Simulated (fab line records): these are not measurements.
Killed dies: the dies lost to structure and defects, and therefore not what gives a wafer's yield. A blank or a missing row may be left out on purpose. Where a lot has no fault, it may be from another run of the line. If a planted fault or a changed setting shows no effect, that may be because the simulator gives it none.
The tool behind it: which one? | flow gf180mcu | 42 wafers from 14 lots sampled at 4 of the route's 602 steps

WHAT THE GAUGES SHOWED, per wafer
GF_TOP_METAL_CD_MEAS_14: target cd 440 nm.
lot  | measured     | on        | cd_nm (nm)
L807 | day 27 23:37 | cd_sem-01 | 437.9 437.7 437.5
L808 | day 28 10:16 | cd_sem-02 | 438.8 439.5 439.5
L811 | day 29 08:37 | cd_sem-01 | 438.7 440.1 440.5
L812 | day 29 14:34 | cd_sem-01 | 439.8 441.1 440.9
L813 | day 29 19:28 | cd_sem-02 | 440.3 438.9 440.0
L814 | day 30 05:08 | cd_sem-01 | 441.1 441.6 440.3
L816 | day 30 21:02 | cd_sem-01 | 438.9 439.2 438.4
L817 | day 31 00:50 | cd_sem-01 | 444.4 444.7 446.4
L820 | day 32 04:11 | cd_sem-02 | 443.4 444.2 443.6
L821 | day 32 04:58 | cd_sem-01 | 443.1 443.9 444.2
L822 | day 32 08:52 | cd_sem-01 | 440.0 438.4 439.8
L824 | day 32 23:27 | cd_sem-01 | 437.8 439.3 436.4
L828 | day 33 20:33 | cd_sem-01 | 443.0 443.7 444.0
L829 | day 33 23:55 | cd_sem-02 | 440.6 441.9 442.7

GF_PASSIVATION_THK_MEAS_03.
lot  | measured     | on            | PASSIVATION_CVD_02_THK (nm)
L807 | day 28 01:04 | film_metro-01 | 686 706 704
L808 | day 28 12:00 | film_metro-01 | 697 704 710
L811 | day 29 09:55 | film_metro-01 | 688 697 719
L812 | day 29 15:53 | film_metro-04 | 705 695 716
L813 | day 29 21:08 | film_metro-04 | 686 709 710
L814 | day 30 06:25 | film_metro-01 | 702 696 701
L816 | day 30 22:20 | film_metro-04 | 695 704 707
L817 | day 31 02:13 | film_metro-04 | 696 709 712
L820 | day 32 05:31 | film_metro-01 | 689 689 699
L821 | day 32 06:14 | film_metro-04 | 692 698 712
L822 | day 32 10:11 | film_metro-01 | 696 696 706
L824 | day 33 00:46 | film_metro-04 | 684 703 706
L828 | day 33 21:56 | film_metro-04 | 693 701 709
L829 | day 34 01:37 | film_metro-04 | 698 713 716

TOOL THAT RAN EACH LOT (tool first, then ch and the chambers of the sampled wafers, then the start)
lot  | GF_CONTACT_STRIP_18                  | GF_TOP_METAL_SPUTTER_00
L807 | plasma_asher-03 ch 0,1, day 16 00:02 | pvd_sputter-04, day 27 03:34
L808 | plasma_asher-03 ch 0,1, day 16 11:28 | pvd_sputter-04, day 27 14:37
L811 | plasma_asher-01 ch 0,1, day 17 15:28 | pvd_sputter-02, day 28 13:17
L812 | plasma_asher-03 ch 0,1, day 17 22:16 | pvd_sputter-04, day 28 19:25
L813 | plasma_asher-01 ch 0,1, day 18 03:23 | pvd_sputter-02, day 29 00:16
L814 | plasma_asher-02 ch 0,1, day 18 13:34 | pvd_sputter-03, day 29 10:08
L816 | plasma_asher-03 ch 0,1, day 19 11:49 | pvd_sputter-04, day 30 02:31
L817 | plasma_asher-02 ch 0,1, day 19 17:51 | pvd_sputter-04, day 30 07:20
L820 | plasma_asher-01 ch 0,1, day 21 06:13 | pvd_sputter-02, day 31 10:59
L821 | plasma_asher-03 ch 0,1, day 21 09:22 | pvd_sputter-02, day 31 11:58
L822 | plasma_asher-01 ch 0,1, day 21 13:08 | pvd_sputter-03, day 31 16:21
L824 | plasma_asher-03 ch 0,1, day 22 11:25 | pvd_sputter-02, day 32 07:01
L828 | plasma_asher-03 ch 0,1, day 23 17:28 | pvd_sputter-04, day 33 04:43
L829 | plasma_asher-03 ch 0,1, day 23 21:37 | pvd_sputter-03, day 33 08:34
- GF_CONTACT_STRIP_18: strips in O2/N2.
- GF_TOP_METAL_SPUTTER_00: material Ti, target thk 37.5 nm, time 150 s.

WHAT THE TOOLS THEMSELVES READ (means of the sampled wafers that have a number; where no wafer has one, the mark that the record gives instead)
GF_CONTACT_STRIP_18.
lot  | tool            | drypump_motor_current_A (A) | heater_power_w (W) | o2_flow_sccm (sccm) | oes_product_au (a.u.)
L807 | plasma_asher-03 | 5.2                         | 322                | 3009                | 0.578
L808 | plasma_asher-03 | 5.7                         | 346                | 3011                | 0.575
L811 | plasma_asher-01 | 6.2                         | 363                | 3005                | 0.582
L812 | plasma_asher-03 | 5.7                         | 344                | 2991                | 0.585
L813 | plasma_asher-01 | 6.2                         | 362                | 2998                | 0.582
L814 | plasma_asher-02 | 5.7                         | 334                | 3002                | 0.582
L816 | plasma_asher-03 | 5.2                         | 319                | 3003                | 0.581
L817 | plasma_asher-02 | 5.7                         | 334                | 2993                | 0.573
L820 | plasma_asher-01 | 6.1                         | 367                | 2995                | 0.582
L821 | plasma_asher-03 | 5.2                         | 320                | 3005                | 0.586
L822 | plasma_asher-01 | 6.2                         | 366                | 2995                | 0.581
L824 | plasma_asher-03 | 5.2                         | 319                | 2997                | 0.578
L828 | plasma_asher-03 | 5.7                         | 346                | 2999                | 0.580
L829 | plasma_asher-03 | 5.7                         | 351                | 2993                | 0.576

GF_TOP_METAL_SPUTTER_00.
lot  | tool           | throttle_valve_pct (%)
L807 | pvd_sputter-04 | 29.9
L808 | pvd_sputter-04 | 29.7
L811 | pvd_sputter-02 | 30.3
L812 | pvd_sputter-04 | 31.1
L813 | pvd_sputter-02 | 30.4
L814 | pvd_sputter-03 | 29.9
L816 | pvd_sputter-04 | 30.2
L817 | pvd_sputter-04 | 30.0
L820 | pvd_sputter-02 | 30.8
L821 | pvd_sputter-02 | 30.5
L822 | pvd_sputter-03 | 30.5
L824 | pvd_sputter-02 | 31.1
L828 | pvd_sputter-04 | 30.3
L829 | pvd_sputter-03 | 30.8

THE ANSWER, worked out from the rows above alone
Rule: what is usual is taken from the lots themselves. The widest of any qualifying gaps counts: lots, ordered by their means at a reading, are off when they make up no more than a third of the lots, leave a main group of 4 or more, and stand apart from it by 3 or more times the standard deviation of that group's means. A main group whose means are all the same, to the digits that the tables above print for the reading, isn't used. A lot without any number at a reading at which 4 lots or more have one is off too. All remaining lots with rows at the step are treated as sound. The gauges are gone through in route order, then the tools' own readings, and for those a lot's mean is taken as printed above. The first step at which some lot is off is used, and at that step the reading that is off furthest; a lot without a number counts as furthest.
No lot is off at any reading shown: from this, nothing can be told.

WHAT THE SIMULATOR HAD PUT IN
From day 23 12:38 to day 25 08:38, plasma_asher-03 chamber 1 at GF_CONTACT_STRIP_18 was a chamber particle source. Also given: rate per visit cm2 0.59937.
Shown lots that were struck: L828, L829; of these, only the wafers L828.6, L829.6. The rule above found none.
